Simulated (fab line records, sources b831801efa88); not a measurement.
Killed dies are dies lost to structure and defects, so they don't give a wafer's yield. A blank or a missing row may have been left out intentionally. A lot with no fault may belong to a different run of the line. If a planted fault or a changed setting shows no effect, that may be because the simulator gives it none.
8D (eight disciplines) problem report, filled in by code	flow sky130	the parts of the form that need people (team, actions taken, sign-off) are left out

== 1. WHAT WENT WRONG ==
SPACER_CVD_00_THK at SKY_SPACER_THK_MEAS_01 reads a mean of 40.0 nm on 3 wafers of 1 lot; wafers without a fault read 42.9 nm with a standard deviation of 0.38. Measured from the usual mean, that is -7.7 standard deviations.
The first sign was on wafer L979.4 at day 26 07:01, on filmMetro-01. At this step, 30 wafers from 10 lots have a number in the record. The rule behind "out" and "out of limits": a value lying over 4 standard deviations away from the usual mean. The other wafers with a number count as sound.

== 2. WHAT IT IS AND WHAT IT IS NOT ==
question	is	is not
which readings at this step	SPACER_CVD_00_THK	-
which lots	L979	L970, L973, L977, L988, L989, L990, L991, L992, L993
which wafers of those lots	all that have a number	-
read on which gauges	filmMetro-01	filmMetro-02, filmMetro-03
when	from day 26 07:01	up to then (9 sound wafers); but 18 sound wafers of L988, L989, L990, L991, L992, L993 came after

== 3. WHAT RULES OUT EACH SUSPECT ==
Counting: a tool stays on the suspect list if, at a process step up to the reading, it processed all lots that are out and no sound lot following the first of them.
- the gauge at SKY_SPACER_THK_MEAS_01 is ruled out. All the wafers that are out were read on filmMetro-01, but those of them that SKY_SPACER_CVD_00 has rows for are out there too, on other tools.
- lpcvd-02 at SKY_SPACER_CVD_00 (deposits Si3N4 from DCS/NH3, target thk 43.1 nm, time 740 s): ruled out as a lasting fault. The sound lots L988, L989, L990, L991, L992, L993 went through it after L979, its earliest lot that is out (day 26 05:47).
Left after counting: nothing in the record.

== 4. THE CAUSE (what the simulator had put in) ==
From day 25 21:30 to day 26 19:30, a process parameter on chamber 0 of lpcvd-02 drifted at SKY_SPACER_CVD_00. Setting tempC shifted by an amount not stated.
It was ruled out by counting, in error; the rule expects a fault to strike all lots run on its tool from its start on, and this fault did not.

== 5. THE EFFECT CHAIN, in route order ==
Rows list readings where the struck wafers' mean (over those with a number) sits beyond 3 standard deviations from the usual. Scope: only readings with a usual standard deviation given in the record; hours: median across lots of the time from each lot's start at the first step in this table that gives one to its start at this step; sigmas: change in usual standard deviations.
hours	step	reading	usual	on struck wafers	change	sigmas
0	SKY_SPACER_CVD_00	spikeTcLowerC	770.4 C	765.0	-5.4	-4.5
0	SKY_SPACER_CVD_00	spikeTcTopC	782.3 C	778.2	-4.1	-3.7
0	SKY_SPACER_CVD_00	spikeTcUpperC	771.7 C	765.8	-5.9	-4.0
0	SKY_SPACER_CVD_00	susceptorTempC	770.03 C	766.40	-3.63	-13
1	SKY_SPACER_THK_MEAS_01	SPACER_CVD_00_THK	42.9 nm	40.0	-2.9	-7.7
1	SKY_SPACER_ETCHBACK_02	oesProductAu	0.853 a.u.	0.816	-0.037	-6.0
It contains these process steps:
- SKY_SPACER_CVD_00: deposits Si3N4 from DCS/NH3, target thk 43.1 nm, time 740 s.
- SKY_SPACER_ETCHBACK_02: etches Si3N4 in CH3F/O2, stops on SiO2, time 46.7 s, target depth 45 nm.
Later steps that measure or inspect, where all struck wafers having a row at the step show a number for every such reading and not one has moved that far: SKY_SD_N_RS_MEAS_17.

== 6. HOW IT WOULD HAVE BEEN CAUGHT EARLIER ==
10 hours passed between the start of the fault at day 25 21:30 and the first reading out of limits at a measuring or inspecting step in this record, taken at day 26 07:01.
Tool's own readings at SKY_SPACER_CVD_00, susceptorTempC: out on all struck wafers the step has rows for; an alarm limit on them would have tripped on the first.
